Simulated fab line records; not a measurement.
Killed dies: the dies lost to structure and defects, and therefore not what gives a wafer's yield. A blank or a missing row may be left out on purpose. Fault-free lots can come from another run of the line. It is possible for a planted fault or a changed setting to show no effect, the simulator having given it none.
fab line records	flow sky130
[record] lots = 14	wafers = 42	lastDay = 50
route steps=708 shown CONTACT@429 VIA4@656 PASSIVATION@682 PAD_OPEN@708
lots that met no fault: taken from a fault-free run of the same line
startH: the number of hours between the record's first day and the start of the first shown wafer of the lot	waitH: hours elapsed since this lot's preceding step	" repeats the value in the row above	L1.1+2: a single row standing in for several wafers	- no value, or no start was given	* or withheld: withheld	< > ~ a bound
route shown NAME@n: names a module that has steps shown in the file, with the first one's number in the route	usual: the fault-free wafers' mean and standard deviation	same: alike in all rows	chamber/n: place in a boat	sites: readings site by site	_std_site: their standard deviation	_edge_site: the outer-site mean with the inner-site mean subtracted	radiusMm: how far each site lies from the wafer's centre	mask NAME#n: copy n	behind: the last tool/chamber to shape the wafer	hold: cause of the lot's hold/its duration in hours/its outcome	device: the transistor (n, p or np) that didn't switch	end of line: tests run on the same wafers once the route is complete	a step with no rows: only its recipe	killed: count of dies lost to structure and defects at first sort (not the wafer's yield)	map: a wafer's dies, x killed, . not, _ none there
set.NAME: the setting that was run; set.NAME@STEP: the one run at that earlier step	model.NAME: the simulator's own value behind a step, which no gauge read
one table for each step of the route and one row for each wafer, over a sample of lots
services: from which hour (startH, from the record's first day; less than 0 if before it) a tool's chamber was out of use, for how many hours, and why
[[steps]]
[step SKY_CONTACT_SPUTTER_23]
[recipe] material = TiN	targetThkNm = 20	chamberPressurePa = 5	powerW = 4000	timeS = 80
[usual] throttleValvePct = 30.5/1.1
lot.wafer	tool	chamber	startH	waitH	throttleValvePct
L109.2	pvdSputter-02	-	740.73	0.0	30.0
L109.3	"	-	"	"	32.4
L109.6	"	-	"	"	32.1
L110.1	pvdSputter-02	-	759.37	0.0	29.3
L110.2	"	-	"	"	29.4
L110.6	"	-	"	"	29.8
L114.1	pvdSputter-04	-	792.13	0.0	31.7
L114.2	"	-	"	"	32.2
L114.5	"	-	"	"	30.0
L115.1	pvdSputter-01	-	796.08	0.0	31.2
L115.4	"	-	"	"	28.9
L115.6	"	-	"	"	29.2
L119.2	pvdSputter-01	-	825.84	0.0	30.2
L119.3	"	-	"	"	30.9
L119.6	"	-	"	"	30.0
L122.2	pvdSputter-04	-	850.12	0.0	31.7
L122.3	"	-	"	"	32.1
L122.6	"	-	"	"	29.8
L123.2	pvdSputter-02	-	855.30	0.0	32.4
L123.3	"	-	"	"	29.7
L123.5	"	-	"	"	29.6
L124.1	pvdSputter-04	-	860.80	0.0	31.7
L124.2	"	-	"	"	30.0
L124.4	"	-	"	"	31.5
L126.1	pvdSputter-02	-	876.07	0.0	29.8
L126.2	"	-	"	"	32.1
L126.6	"	-	"	"	29.3
L127.3	pvdSputter-04	-	878.80	0.0	31.4
L127.4	"	-	"	"	30.1
L127.5	"	-	"	"	32.3
L128.3	pvdSputter-04	-	882.42	0.0	31.8
L128.4	"	-	"	"	31.5
L128.5	"	-	"	"	31.5
L129.1	pvdSputter-01	-	891.75	0.0	30.1
L129.2	"	-	"	"	30.1
L129.5	"	-	"	"	30.2
L130.2	pvdSputter-02	-	915.33	0.0	29.5
L130.5	"	-	"	"	29.2
L130.6	"	-	"	"	29.2
L131.1	pvdSputter-01	-	915.98	0.0	29.3
L131.2	"	-	"	"	30.2
L131.6	"	-	"	"	30.2
[step SKY_VIA4_SPUTTER_17]
[recipe] material = TiN	targetThkNm = 20	chamberPressurePa = 5	powerW = 4000	timeS = 80
[usual] throttleValvePct = 30.0/0.81
lot.wafer	tool	chamber	startH	waitH	throttleValvePct
L109.2	pvdSputter-02	-	1007.61	0.0	29.7
L109.3	"	-	"	"	29.9
L109.6	"	-	"	"	29.2
L110.1	pvdSputter-01	-	1023.94	0.0	30.1
L110.2	"	-	"	"	29.0
L110.6	"	-	"	"	29.1
L114.1	pvdSputter-03	-	1052.81	0.0	29.4
L114.2	"	-	"	"	29.2
L114.5	"	-	"	"	30.1
L115.1	pvdSputter-03	-	1056.47	0.0	30.0
L115.4	"	-	"	"	30.1
L115.6	"	-	"	"	29.5
L119.2	pvdSputter-02	-	1079.72	0.0	29.8
L119.3	"	-	"	"	32.5
L119.6	"	-	"	"	29.7
L122.2	pvdSputter-02	-	1100.17	0.0	32.4
L122.3	"	-	"	"	29.8
L122.6	"	-	"	"	32.3
L123.2	pvdSputter-03	-	1102.24	0.0	29.5
L123.3	"	-	"	"	30.3
L123.5	"	-	"	"	30.1
L124.1	pvdSputter-01	-	1109.19	0.0	31.0
L124.2	"	-	"	"	29.4
L124.4	"	-	"	"	30.3
L126.1	pvdSputter-02	-	1116.25	0.0	29.5
L126.2	"	-	"	"	30.0
L126.6	"	-	"	"	29.7
L127.3	pvdSputter-01	-	1121.54	0.0	30.0
L127.4	"	-	"	"	30.9
L127.5	"	-	"	"	30.4
L128.3	pvdSputter-02	-	1124.90	0.0	32.3
L128.4	"	-	"	"	29.7
L128.5	"	-	"	"	32.1
L129.1	pvdSputter-02	-	1133.07	0.0	29.2
L129.2	"	-	"	"	32.2
L129.5	"	-	"	"	29.4
L130.2	pvdSputter-03	-	1150.57	0.0	30.1
L130.5	"	-	"	"	29.8
L130.6	"	-	"	"	29.4
L131.1	pvdSputter-01	-	1151.70	0.0	30.0
L131.2	"	-	"	"	30.9
L131.6	"	-	"	"	31.2
[step SKY_VIA4_RS_MEAS_19]
[recipe] thkMeasGauge = four-point-probe	reads = W_of_VIA4_CVD_18+TiN_of_VIA4_SPUTTER_17
[usual] VIA4_W_RS = 0.227/0.003
lot.wafer	tool	chamber	startH	waitH	VIA4_W_RS[ohm/sq]
L109.2	filmMetro-01	-	1007.84	0.1	0.225
L109.3	"	-	"	"	0.225
L109.6	"	-	"	"	0.226
L110.1	filmMetro-04	-	1024.15	0.1	0.227
L110.2	"	-	"	"	0.228
L110.6	"	-	"	"	0.226
L114.1	filmMetro-03	-	1053.02	0.1	0.233
L114.2	"	-	"	"	0.227
L114.5	"	-	"	"	0.228
L115.1	filmMetro-01	-	1056.68	0.1	0.225
L115.4	"	-	"	"	0.225
L115.6	"	-	"	"	0.223
L119.2	filmMetro-04	-	1079.95	0.1	0.231
L119.3	"	-	"	"	0.233
L119.6	"	-	"	"	0.229
L122.2	filmMetro-04	-	1100.40	0.1	0.225
L122.3	"	-	"	"	0.224
L122.6	"	-	"	"	0.231
L123.2	filmMetro-01	-	1102.63	0.2	0.230
L123.3	"	-	"	"	0.228
L123.5	"	-	"	"	0.226
L124.1	filmMetro-03	-	1109.56	0.3	0.230
L124.2	"	-	"	"	0.236
L124.4	"	-	"	"	0.232
L126.1	filmMetro-04	-	1116.47	0.1	0.223
L126.2	"	-	"	"	0.224
L126.6	"	-	"	"	0.225
L127.3	filmMetro-01	-	1121.95	0.2	0.229
L127.4	"	-	"	"	0.230
L127.5	"	-	"	"	0.230
L128.3	filmMetro-03	-	1125.15	0.1	0.227
L128.4	"	-	"	"	0.228
L128.5	"	-	"	"	0.228
L129.1	filmMetro-01	-	1133.29	0.1	0.228
L129.2	"	-	"	"	0.228
L129.5	"	-	"	"	0.227
L130.2	filmMetro-01	-	1150.80	0.1	0.220
L130.5	"	-	"	"	0.218
L130.6	"	-	"	"	0.226
L131.1	filmMetro-01	-	1151.91	0.1	0.227
L131.2	"	-	"	"	0.226
L131.6	"	-	"	"	0.226
[step SKY_PASSIVATION_THK_MEAS_01]
[recipe] reads = SiO2_of_PASSIVATION_CVD_00
[usual] PASSIVATION_CVD_00_THK = 89.8/1.3
lot.wafer	tool	chamber	startH	waitH	PASSIVATION_CVD_00_THK[nm]
L109.2	filmMetro-04	-	1033.11	-	88.8
L109.3	"	-	"	"	89.3
L109.6	"	-	"	"	90.8
L110.1	filmMetro-01	-	1047.61	-	87.8
L110.2	"	-	"	"	90.4
L110.6	"	-	"	"	90.4
L114.1	filmMetro-02	-	1073.85	-	89.1
L114.2	"	-	"	"	87.6
L114.5	"	-	"	"	90.8
L115.1	filmMetro-01	-	1079.25	-	88.9
L115.4	"	-	"	"	91.3
L115.6	"	-	"	"	90.4
L119.2	filmMetro-04	-	1102.21	-	90.0
L119.3	"	-	"	"	91.4
L119.6	"	-	"	"	91.6
L122.2	filmMetro-02	-	1121.76	-	91.3
L122.3	"	-	"	"	89.1
L122.6	"	-	"	"	91.9
L123.2	filmMetro-01	-	1123.96	-	88.7
L123.3	"	-	"	"	89.6
L123.5	"	-	"	"	89.6
L124.1	filmMetro-01	-	1131.27	-	89.0
L124.2	"	-	"	"	89.8
L124.4	"	-	"	"	92.1
L126.1	filmMetro-04	-	1137.24	-	87.2
L126.2	"	-	"	"	88.2
L126.6	"	-	"	"	89.8
L127.3	filmMetro-04	-	1142.02	-	90.0
L127.4	"	-	"	"	92.3
L127.5	"	-	"	"	89.8
L128.3	filmMetro-04	-	1145.27	-	88.3
L128.4	"	-	"	"	89.2
L128.5	"	-	"	"	90.2
L129.1	filmMetro-01	-	1153.96	-	88.6
L129.2	"	-	"	"	87.4
L129.5	"	-	"	"	89.6
L130.2	filmMetro-04	-	1170.41	-	87.6
L130.5	"	-	"	"	89.3
L130.6	"	-	"	"	91.1
L131.1	filmMetro-01	-	1170.73	-	87.8
L131.2	"	-	"	"	87.7
L131.6	"	-	"	"	90.3
[step SKY_PAD_OPEN_PROBE_99]
[usual] killed_at_M0_to_M3 = 44/7.1	killed_at_M4_up = 3.5/2	killedAtContacts = 24/5.3	killedAtFrontEnd = 15/4.8	killedAtOther = 0.1/0.35	killedDies = 86/9.3	killedOnRim = 17/4	killedOpen = 47/7.8	killedShort = 39/5.9
[same] grossDies = 492	killedAtBackSide = 0
lot.wafer	tool	chamber	startH	waitH	killed_at_M0_to_M3	killed_at_M4_up	killedAtContacts	killedAtFrontEnd	killedAtOther	killedDies	killedOnRim	killedOpen	killedShort
L115.1	prober-01	-	1122.83	0.1	30	0	44	14	1	89	26	43	27
L115.4	prober-01	-	1122.98	0.2	37	2	58	14	0	111	18	42	30
L115.6	prober-01	-	1123.08	0.2	34	2	74	12	1	123	22	45	33
L119.2	prober-02	-	1143.40	0.1	43	4	45	13	0	105	24	29	47
L119.3	prober-02	-	1143.45	0.2	52	2	47	11	0	112	31	52	41
L119.6	prober-02	-	1143.60	0.2	38	2	54	12	0	106	24	47	30
// killed by level:class
L115.1 CONTACT:unspecified=19 VIA3:geometricParticle:open=9 CONTACT:geometricParticle:open=8 LI_CONTACT:geometricParticle:open=7 FIELD_ISO:geometricParticle:open=6 CONTACT:geometricParticle:short=4 METAL1:geometricParticle:short=4 VIA1:geometricParticle:open=4
L115.4 CONTACT:unspecified=39 LI_CONTACT:geometricParticle:open=10 METAL1:geometricParticle:short=8 VIA2:geometricParticle:open=7 VIA3:geometricParticle:open=7 POLY_GATE:geometricParticle:short=5 CONTACT:geometricParticle:open=5 VIA1:geometricParticle:open=5
L115.6 CONTACT:unspecified=45 CONTACT:geometricParticle:open=11 LI_CONTACT:geometricParticle:open=9 VIA1:geometricParticle:open=7 VIA1:geometricParticle:short=6 METAL1:geometricParticle:short=4 METAL2:geometricParticle:short=4 METAL3:geometricParticle:short=4
L119.2 CONTACT:unspecified=29 METAL1:geometricParticle:short=9 VIA1:geometricParticle:short=8 VIA3:geometricParticle:open=8 CONTACT:geometricParticle:open=7 FIELD_ISO:geometricParticle:short=6 VIA2:geometricParticle:open=5 VIA2:geometricParticle:short=5
L119.3 CONTACT:unspecified=19 VIA1:geometricParticle:open=13 LI_CONTACT:geometricParticle:open=12 METAL1:geometricParticle:short=9 VIA2:geometricParticle:open=6 LOCAL_INTERCONNECT:geometricParticle:short=6 VIA3:geometricParticle:open=6 POLY_GATE:geometricParticle:open=5
L119.6 CONTACT:unspecified=29 CONTACT:geometricParticle:open=11 VIA3:geometricParticle:open=11 LI_CONTACT:geometricParticle:open=6 VIA1:geometricParticle:open=6 METAL2:geometricParticle:short=5 VIA2:geometricParticle:open=5 VIA2:geometricParticle:short=5
[[services]]
tool	chamber	startH	hours	kind
pvdSputter-01	-	724.49	9.5	repair
pvdSputter-04	-	726.76	1.6	repair
pvdSputter-04	-	734.31	0.9	repair
pvdSputter-03	-	740.35	2.5	repair
pvdSputter-03	-	752.64	2.5	repair
pvdSputter-01	-	799.47	5.5	repair
pvdSputter-02	-	810.01	38.3	repair
pvdSputter-01	-	849.20	0.5	repair
pvdSputter-04	-	851.69	3.7	repair
pvdSputter-04	-	891.01	0.6	repair
pvdSputter-01	-	892.50	10.0	repair
pvdSputter-04	-	922.71	3.3	repair
pvdSputter-01	-	924.79	6.6	repair
pvdSputter-02	-	941.72	2.0	repair
pvdSputter-02	1	970.87	-	consumableReplace:kit
pvdSputter-02	1	970.87	18.0	scheduledDown
pvdSputter-02	1	970.87	18.0	ventCycle
pvdSputter-01	-	974.30	11.3	repair
pvdSputter-03	-	989.84	2.7	repair
pvdSputter-04	-	1037.28	1.0	repair
pvdSputter-02	-	1067.28	1.7	repair
pvdSputter-01	-	1069.32	1.1	repair
pvdSputter-02	0	1074.42	-	consumableReplace:kit
pvdSputter-03	-	1139.63	0.7	repair
[[key]]
[firstSign] step = SKY_PAD_OPEN_PROBE_99	reading = killedAtContacts	direction = up	sigmas = 5.6	usual = 24	struck = 54
[effect] step = SKY_PAD_OPEN_PROBE_99	reading = killedDies	direction = up	sigmas = 2.3	usual = 86	struck = 108
metAt SKY_CONTACT_SPUTTER_23
struckLots L115,L119
testerLeftOut L115,L119
notActingAt SKY_VIA4_SPUTTER_17,SKY_VIA4_RS_MEAS_19,SKY_PASSIVATION_THK_MEAS_01
[fault] kind = chamberParticleSource	tool = pvdSputter-01	chamber = -	onsetH = 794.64	steps = SKY_CONTACT_SPUTTER_23	ratePerVisitCm2 = 0.40084	endH = 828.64
// testerLeftOut: of these lots the tester's yield and bins aren't shown, on N5 and GAA mostly nor the transistor test; their killed dies are dies lost to structure and defects alone, not to doping, threshold or leakage, so they don't give the yield
